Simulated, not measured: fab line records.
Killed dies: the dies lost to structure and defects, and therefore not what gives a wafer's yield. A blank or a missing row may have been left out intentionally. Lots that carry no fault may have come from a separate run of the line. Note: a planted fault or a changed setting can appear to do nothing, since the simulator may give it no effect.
Matching of chambers	flow sky130	4 sister chambers for SKY_PASSIVATION_ETCH_11 on rie_diel-04
The step etches the open film in CF4/O2, stops on AlCu, target depth 725 nm, time 161.1 s. 14 wafers are shown with their chamber, then 7 later ones without.

WAFERS, EACH WITH ITS CHAMBER
wafer	chamber	drypump_motor_current_A (A)	oes_product_au (a.u.)	throttle_valve_pct (%)
L076.1	0	4.9	0.968	5.957
L076.4	3	5.4	0.981	5.965
L076.6	0	4.9	0.980	5.965
L078.4	3	5.4	0.973	5.962
L078.5	3	5.3	0.981	5.964
L078.6	2	5.7	0.979	5.968
L081.2	0	5.0	0.966	5.967
L081.4	1	5.9	0.971	5.965
L081.6	0	4.9	0.970	5.968
L089.1	2	5.7	0.976	5.979
L089.2	1	6.0	0.976	5.973
L089.4	2	5.7	0.977	5.968
L091.2	1	6.0	0.979	5.949
L091.3	3	5.4	0.974	5.947

SIGNATURES (means of the wafers above)
reading	chamber 0	chamber 1	chamber 2	chamber 3	scatter within a chamber
drypump_motor_current_A	4.925	5.967	5.700	5.375	0.0465
oes_product_au	0.97100	0.97533	0.97733	0.97725	0.00458
throttle_valve_pct	5.96425	5.96233	5.97167	5.95950	0.00817
Rule: for a wafer and a chamber, the distance is found by dividing, reading by reading, the gap between the wafer's reading and the chamber's mean by the reading's scatter, squaring, summing and taking the root. The wafer belongs to the nearest chamber; if the next one is less than 2 further off, it can't be placed. The scatter is the square root of a quotient: the sum, over the shown wafers, of each reading's squared deviation from its chamber's mean, divided by wafers minus chambers.

WAFERS WITHOUT THEIR CHAMBER
wafer	drypump_motor_current_A (A)	oes_product_au (a.u.)	throttle_valve_pct (%)
L091.6	5.7	0.976	5.986
L094.2	5.7	0.977	5.960
L094.3	5.4	0.983	5.963
L094.6	4.9	0.986	5.978
L096.2	4.9	0.970	5.953
L096.3	5.4	0.981	5.981
L096.5	5.7	0.978	5.975

CHAMBER TAKEN BY EACH
wafer	from the rows above	in truth
L091.6	2	2
L094.2	2	2
L094.3	3	3
L094.6	0	0
L096.2	0	0
L096.3	3	3
L096.5	2	2
Correct placement for 7 of the 7. From these rows, 0 cannot be placed. Placed wrongly: 0.
